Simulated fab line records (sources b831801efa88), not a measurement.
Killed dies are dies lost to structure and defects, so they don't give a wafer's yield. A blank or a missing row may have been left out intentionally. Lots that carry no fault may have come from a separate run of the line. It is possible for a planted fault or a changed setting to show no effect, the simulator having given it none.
Which of the tools did it? / flow gf180mcu / 10 lots, 29 wafers sampled, at 5 steps of a route of 602

## WHAT THE GAUGES SHOWED, per wafer
GF_V2_RS_MEAS_24: measurement is done with a four-point probe. Usual: V2_W_RS gives 0.330 ohm/sq (standard deviation 0.0033).
lot=L582; measured=day 19 23:32; on=film metro-03; V2_W_RS (ohm/sq)=0.328 0.328 0.329; flag=
lot=L584; measured=day 21 04:04; on=film metro-02; V2_W_RS (ohm/sq)=0.326 0.328 0.328; flag=
lot=L585; measured=day 21 17:36; on=film metro-01; V2_W_RS (ohm/sq)=0.331 0.330 0.329; flag=
lot=L587; measured=day 22 11:15; on=film metro-02; V2_W_RS (ohm/sq)=0.330 0.331 0.334; flag=
lot=L588; measured=day 22 19:50; on=film metro-03; V2_W_RS (ohm/sq)=0.334 0.330 0.333; flag=
lot=L591; measured=day 23 15:22; on=film metro-02; V2_W_RS (ohm/sq)=0.328 0.333 0.328; flag=
lot=L598; measured=day 26 03:06; on=film metro-02; V2_W_RS (ohm/sq)=0.383 0.380; flag=OFF
lot=L600; measured=day 26 17:10; on=film metro-03; V2_W_RS (ohm/sq)=0.375 0.378 0.373; flag=OFF
lot=L602; measured=day 27 07:14; on=film metro-01; V2_W_RS (ohm/sq)=0.379 0.384 0.380; flag=OFF
lot=L605; measured=day 27 21:33; on=film metro-03; V2_W_RS (ohm/sq)=0.326 0.329 0.331; flag=

GF_V2_THK_MEAS_25: measures by xrf. Usual: V2_W_THK gives 356 nm (standard deviation 6.3).
lot=L582; measured=day 19 23:38; on=film metro-03; V2_W_THK (nm)=367 365 366; flag=
lot=L584; measured=day 21 04:10; on=film metro-02; V2_W_THK (nm)=364 360 360; flag=
lot=L585; measured=day 21 17:43; on=film metro-01; V2_W_THK (nm)=351 350 351; flag=
lot=L587; measured=day 22 11:21; on=film metro-02; V2_W_THK (nm)=361 360 360; flag=
lot=L588; measured=day 22 19:56; on=film metro-03; V2_W_THK (nm)=355 361 357; flag=
lot=L591; measured=day 23 15:29; on=film metro-02; V2_W_THK (nm)=363 358 365; flag=
lot=L598; measured=day 26 03:12; on=film metro-02; V2_W_THK (nm)=309 311; flag=OFF
lot=L600; measured=day 26 17:17; on=film metro-03; V2_W_THK (nm)=315 312 316; flag=OFF
lot=L602; measured=day 27 07:22; on=film metro-01; V2_W_THK (nm)=302 302 303; flag=OFF
lot=L605; measured=day 27 21:40; on=film metro-03; V2_W_THK (nm)=363 359 356; flag=

## WHICH TOOL RAN EACH LOT (tool, then ch and the chambers of the sampled wafers, then the start)
lot=L582; GF_M2_STRIP_17=plasma asher-02 ch 0,1, day 18 20:39; GF_V2_ETCH_16=rie diel-03 ch 1,2, day 19 22:36; GF_V2_CVD_23=cvd w-02 ch 0,1, day 19 23:24
lot=L584; GF_M2_STRIP_17=plasma asher-03 ch 0,1, day 20 01:59; GF_V2_ETCH_16=rie diel-03 ch 0,1, day 21 03:08; GF_V2_CVD_23=cvd w-02 ch 0,1, day 21 03:56
lot=L585; GF_M2_STRIP_17=plasma asher-02 ch 0,1, day 20 15:57; GF_V2_ETCH_16=rie diel-01 ch 1,2, day 21 16:43; GF_V2_CVD_23=cvd w-02 ch 0,1, day 21 17:29
lot=L587; GF_M2_STRIP_17=plasma asher-02 ch 0,1, day 21 10:05; GF_V2_ETCH_16=rie diel-01 ch 0,3, day 22 10:19; GF_V2_CVD_23=cvd w-02 ch 0,1, day 22 11:08
lot=L588; GF_M2_STRIP_17=plasma asher-03 ch 0,1, day 21 18:35; GF_V2_ETCH_16=rie diel-01 ch 0,1,3, day 22 18:55; GF_V2_CVD_23=cvd w-02 ch 0,1, day 22 19:42
lot=L591; GF_M2_STRIP_17=plasma asher-02 ch 0,1, day 22 13:43; GF_V2_ETCH_16=rie diel-01 ch 1,2,3, day 23 14:29; GF_V2_CVD_23=cvd w-02 ch 0,1, day 23 15:16
lot=L598; GF_M2_STRIP_17=plasma asher-02 ch 0,1, day 25 02:55; GF_V2_ETCH_16=rie diel-03 ch 3, day 26 02:11; GF_V2_CVD_23=cvd w-02 ch 0, day 26 02:59
lot=L600; GF_M2_STRIP_17=plasma asher-02 ch 0,1, day 25 18:53; GF_V2_ETCH_16=rie diel-01 ch 1,3, day 26 16:13; GF_V2_CVD_23=cvd w-02 ch 0,1, day 26 17:02
lot=L602; GF_M2_STRIP_17=plasma asher-02 ch 1, day 26 08:53; GF_V2_ETCH_16=rie diel-03 ch 1,2, day 27 06:22; GF_V2_CVD_23=cvd w-02 ch 0, day 27 07:08
lot=L605; GF_M2_STRIP_17=plasma asher-01 ch 0,1, day 26 23:26; GF_V2_ETCH_16=rie diel-01 ch 0,2,3, day 27 20:39; GF_V2_CVD_23=cvd w-01 ch 0,1, day 27 21:25
- GF_M2_STRIP_17: strips in O2/N2.
- GF_V2_ETCH_16: etches BARC in N2/H2.
- GF_V2_CVD_23: deposits W, target thk 350 nm, time 104.94 s.

## AS READ BY THE TOOLS THEMSELVES (means over the sampled wafers that have a number; for cases with no such wafer, the mark the record gives instead)
GF_M2_STRIP_17. Usual: drypump motor current A 6.0 A, standard deviation 0.3; heater power w 332 W, standard deviation 21; o2 flow sccm 3000 sccm, standard deviation 8.5; oes product au 0.557 a.u., standard deviation 0.0049; strip time to endpoint s 7.86 s, standard deviation 0.05.
lot=L582; tool=plasma asher-02; drypump motor current A (A)=6.0; heater power w (W)=321; o2 flow sccm (sccm)=3005; oes product au (a.u.)=0.555; strip time to endpoint s (s)=7.82; flag=
lot=L584; tool=plasma asher-03; drypump motor current A (A)=5.7; heater power w (W)=348; o2 flow sccm (sccm)=2999; oes product au (a.u.)=0.558; strip time to endpoint s (s)=7.93; flag=
lot=L585; tool=plasma asher-02; drypump motor current A (A)=6.2; heater power w (W)=338; o2 flow sccm (sccm)=2995; oes product au (a.u.)=0.554; strip time to endpoint s (s)=7.86; flag=
lot=L587; tool=plasma asher-02; drypump motor current A (A)=6.2; heater power w (W)=341; o2 flow sccm (sccm)=2992; oes product au (a.u.)=0.555; strip time to endpoint s (s)=7.84; flag=
lot=L588; tool=plasma asher-03; drypump motor current A (A)=5.7; heater power w (W)=350; o2 flow sccm (sccm)=3002; oes product au (a.u.)=0.558; strip time to endpoint s (s)=7.83; flag=
lot=L591; tool=plasma asher-02; drypump motor current A (A)=6.0; heater power w (W)=319; o2 flow sccm (sccm)=3006; oes product au (a.u.)=0.559; strip time to endpoint s (s)=7.90; flag=
lot=L598; tool=plasma asher-02; drypump motor current A (A)=6.1; heater power w (W)=324; o2 flow sccm (sccm)=3000; oes product au (a.u.)=0.557; strip time to endpoint s (s)=7.88; flag=
lot=L600; tool=plasma asher-02; drypump motor current A (A)=6.0; heater power w (W)=323; o2 flow sccm (sccm)=2994; oes product au (a.u.)=0.553; strip time to endpoint s (s)=7.78; flag=
lot=L602; tool=plasma asher-02; drypump motor current A (A)=6.4; heater power w (W)=347; o2 flow sccm (sccm)=3002; oes product au (a.u.)=0.554; strip time to endpoint s (s)=7.81; flag=
lot=L605; tool=plasma asher-01; drypump motor current A (A)=5.7; heater power w (W)=341; o2 flow sccm (sccm)=2996; oes product au (a.u.)=0.559; strip time to endpoint s (s)=7.93; flag=

GF_V2_ETCH_16. Usual: bias w 100.05 W, standard deviation 0.28; drypump motor current A 5.8 A, standard deviation 0.55; oes product au 0.856 a.u., standard deviation 0.0047; throttle valve pct 13.226 %, standard deviation 0.0086.
lot=L582; tool=rie diel-03; bias w (W)=100.36; drypump motor current A (A)=5.9; oes product au (a.u.)=0.857; throttle valve pct (%)=13.218; flag=
lot=L584; tool=rie diel-03; bias w (W)=100.05; drypump motor current A (A)=5.4; oes product au (a.u.)=0.856; throttle valve pct (%)=13.225; flag=
lot=L585; tool=rie diel-01; bias w (W)=99.95; drypump motor current A (A)=5.7; oes product au (a.u.)=0.853; throttle valve pct (%)=13.225; flag=
lot=L587; tool=rie diel-01; bias w (W)=100.11; drypump motor current A (A)=6.4; oes product au (a.u.)=0.853; throttle valve pct (%)=13.231; flag=
lot=L588; tool=rie diel-01; bias w (W)=99.78; drypump motor current A (A)=6.0; oes product au (a.u.)=0.855; throttle valve pct (%)=13.233; flag=
lot=L591; tool=rie diel-01; bias w (W)=99.99; drypump motor current A (A)=5.9; oes product au (a.u.)=0.858; throttle valve pct (%)=13.227; flag=
lot=L598; tool=rie diel-03; bias w (W)=99.71; drypump motor current A (A)=5.3; oes product au (a.u.)=0.859; throttle valve pct (%)=13.223; flag=
lot=L600; tool=rie diel-01; bias w (W)=99.94; drypump motor current A (A)=6.1; oes product au (a.u.)=0.858; throttle valve pct (%)=13.227; flag=
lot=L602; tool=rie diel-03; bias w (W)=99.96; drypump motor current A (A)=5.9; oes product au (a.u.)=0.857; throttle valve pct (%)=13.222; flag=
lot=L605; tool=rie diel-01; bias w (W)=100.17; drypump motor current A (A)=6.2; oes product au (a.u.)=0.855; throttle valve pct (%)=13.231; flag=

GF_V2_CVD_23. Usual: heater power w 805 W, standard deviation 91.
lot=L582; tool=cvd w-02; heater power w (W)=799; flag=
lot=L584; tool=cvd w-02; heater power w (W)=764; flag=
lot=L585; tool=cvd w-02; heater power w (W)=789; flag=
lot=L587; tool=cvd w-02; heater power w (W)=801; flag=
lot=L588; tool=cvd w-02; heater power w (W)=799; flag=
lot=L591; tool=cvd w-02; heater power w (W)=775; flag=
lot=L598; tool=cvd w-02; heater power w (W)=806; flag=
lot=L600; tool=cvd w-02; heater power w (W)=782; flag=
lot=L602; tool=cvd w-02; heater power w (W)=825; flag=
lot=L605; tool=cvd w-01; heater power w (W)=868; flag=

## THE ANSWER, worked out from the rows above alone
Rule: a lot is off if the mean of its wafers that have a number lies more than 3 standard deviations from the usual mean. A lot without any number at a reading at which 4 lots or more have one is off too. All remaining lots with rows at the step are treated as sound. First the gauges in route order, then the tools' own readings, where a lot's mean is used as printed above. The first step at which some lot is off is used, and at that step the reading that is off furthest; a lot without a number counts as furthest.
Off: at GF_V2_RS_MEAS_24 (V2_W_RS), L598, L600, L602.
A tool fits if, at a process step before that reading, it ran every lot that is off, and no sound lot after the first of them. Gauges at GF_V2_RS_MEAS_24: tried the same way as those tools. Undecided on this evidence; 2 tools fit (plasma asher-02 at GF_M2_STRIP_17, cvd w-02 at GF_V2_CVD_23).

## WHAT HAD BEEN PUT IN BY THE SIMULATOR
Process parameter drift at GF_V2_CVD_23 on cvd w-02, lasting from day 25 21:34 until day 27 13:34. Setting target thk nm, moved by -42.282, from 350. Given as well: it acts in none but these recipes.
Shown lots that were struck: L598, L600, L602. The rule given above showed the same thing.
